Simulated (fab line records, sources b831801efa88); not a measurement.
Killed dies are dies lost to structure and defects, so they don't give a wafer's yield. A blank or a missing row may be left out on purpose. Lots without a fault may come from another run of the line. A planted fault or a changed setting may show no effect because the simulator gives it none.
Which tool did it? | flow gf180mcu | 6 lots, 18 wafers sampled, at 3 steps of a route of 602

WHAT THE GAUGES READ, wafer by wafer
GF_VT_IMPLANT_RS_MEAS_49: measures by four-point-probe.
lot  | measured     | on            | MVPSD_RS (ohm/sq)
L476 | day 8 09:41  | film_metro-01 | 1170 1173 1171
L478 | day 9 04:23  | film_metro-02 | 1165 1167 1167
L481 | day 10 04:02 | film_metro-01 | 1171 1168 1170
L484 | day 10 18:35 | film_metro-03 | 1168 1168 1168
L487 | day 11 14:43 | film_metro-01 | 1173 1173 1174
L495 | day 13 18:44 | film_metro-01 | 1172 1174 1174

WHICH TOOL RAN EACH LOT (tool, then ch and the chambers of the sampled wafers, then the start)
lot  | GF_STI_STRIP_15                     | GF_MVPSD_IMPLANT_09
L476 | plasma_asher-01 ch 0, day 2 18:00   | implanter-01 ch 0, day 5 18:36
L478 | plasma_asher-01 ch 0,1, day 3 03:06 | implanter-03 ch 0, day 6 11:40
L481 | plasma_asher-02 ch 0,1, day 3 21:24 | implanter-03 ch 0, day 7 06:16
L484 | plasma_asher-02 ch 0,1, day 4 11:35 | implanter-01 ch 0, day 7 20:43
L487 | plasma_asher-02 ch 0,1, day 5 03:14 | implanter-01 ch 0, day 8 13:41
L495 | plasma_asher-01 ch 0, day 6 18:41   | implanter-02 ch 0, day 10 13:07
- GF_STI_STRIP_15: strips in O2/N2.
- GF_MVPSD_IMPLANT_09

THE ANSWER, worked out from the rows above alone
Rule: what is usual is taken from the lots themselves. Put in order of their means at a reading, lots are off if they are a third of the lots or fewer, leave a main group of 4 or more, and stand apart from it by a gap of 3 or more times the standard deviation of the main group's means; of several such gaps the widest counts. A main group whose means are all the same, to the digits that the tables above print for the reading, isn't used. A lot without any number at a reading at which 4 lots or more have one is off too. The other lots that the step has rows for count as sound.
No lot is off at any reading shown: from this, nothing can be told.

WHAT THE SIMULATOR HAD PUT IN
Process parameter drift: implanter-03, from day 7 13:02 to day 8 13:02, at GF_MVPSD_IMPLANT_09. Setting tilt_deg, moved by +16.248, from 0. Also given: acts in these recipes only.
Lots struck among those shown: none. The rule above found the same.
